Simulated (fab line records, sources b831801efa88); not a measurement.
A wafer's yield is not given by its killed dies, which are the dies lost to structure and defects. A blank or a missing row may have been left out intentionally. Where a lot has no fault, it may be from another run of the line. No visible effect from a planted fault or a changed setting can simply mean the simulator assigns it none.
8D (eight disciplines) problem report, filled in by code	flow gf180mcu	the parts of the form that need people (team, actions taken, sign-off) are left out

1. WHAT IS WRONG
killed_at_M0_to_M3 at GF_PASSIVATION_PROBE_99 reads a mean of 64 on 6 wafers of 2 lots; wafers without a fault read 21 with a standard deviation of 4.3. That is +10 standard deviations from the usual mean.
Seen first at day 32 21:00 on prober-02, wafer L653.1. At this step, 9 wafers from 3 lots have a number in the record. By rule, "out" or "out of limits" means more than 4 standard deviations away from the usual mean. Any other wafer with a number is counted as sound.

2. WHAT THIS IS AND IS NOT
question	is	is not
which readings at this step	killed_at_M0_to_M3, defect_limited_yield, killed_dies, sort_bin_3_pad_short, sort_n_pass, sort_yield_pct	killed_at_contacts, killed_open, killed_short, sort_bin_6_memory
which lots	L653, L657	L656
which wafers of those lots	all that have a number	-
read on which tools	prober-01, prober-02	-
when	from day 32 21:00	up to then (0 sound wafers); but 3 sound wafers of L656 came after

3. WHAT RULES OUT EACH SUSPECT
Counting: a tool stays on the suspect list if, at a process step up to the reading, it processed all lots that are out and no sound lot following the first of them.
- plasma_asher-04 at GF_V3_STRIP_18 (strips in O2/N2): kept. It ran every lot that is out, first L653 (day 26 23:10), and no sound lot after that.
The count leaves plasma_asher-04 at GF_V3_STRIP_18.

4. THE CAUSE (what the simulator had put in)
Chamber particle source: plasma_asher-04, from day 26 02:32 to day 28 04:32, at GF_V3_STRIP_18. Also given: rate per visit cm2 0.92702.
The count eliminated every tool but this one.

5. THE EFFECT CHAIN, in route order
Each row: a reading whose mean over the struck wafers that have a number lies more than 3 standard deviations from the usual. Scope: only readings with a usual standard deviation given in the record; hours: median across lots of the time from each lot's start at the first step in this table that gives one to its start at this step; sigmas: change in usual standard deviations.
hours	step	reading	usual	on struck wafers	change	sigmas
0	GF_PASSIVATION_PROBE_99	defect_limited_yield	90.3 %	80.6	-9.7	-6.4
0	GF_PASSIVATION_PROBE_99	killed_at_M0_to_M3	21	64	+44	+10
0	GF_PASSIVATION_PROBE_99	killed_dies	48	95	+47	+6.4
0	GF_PASSIVATION_PROBE_99	killed_on_rim	10	20	+10	+3.3
0	GF_PASSIVATION_PROBE_99	sort_bin_3_pad_short	0.4 %	2.4	+2.0	+6.1
0	GF_PASSIVATION_PROBE_99	sort_bin_5_function	5.7 %	12.4	+6.7	+5.6
0	GF_PASSIVATION_PROBE_99	sort_n_pass	444	397	-47	-6.4
0	GF_PASSIVATION_PROBE_99	sort_yield_pct	90.3 %	80.6	-9.7	-6.4
The process steps in it:
- GF_PASSIVATION_PROBE_99

6. WHAT WOULD HAVE CAUGHT IT SOONER
In this record the first reading out of limits was taken at day 32 21:00, 162 hours after the fault began at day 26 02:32.
No tool reading at GF_V3_STRIP_18 that has a usual standard deviation in the record was out on any struck wafer, so an alarm limit of 4 standard deviations on those readings would not have fired.
By day 32 21:00 the whole set of lots that are out, 2 in number, had already begun GF_V3_STRIP_18 on plasma_asher-04. Holding the tool at that point would not have protected any of them.
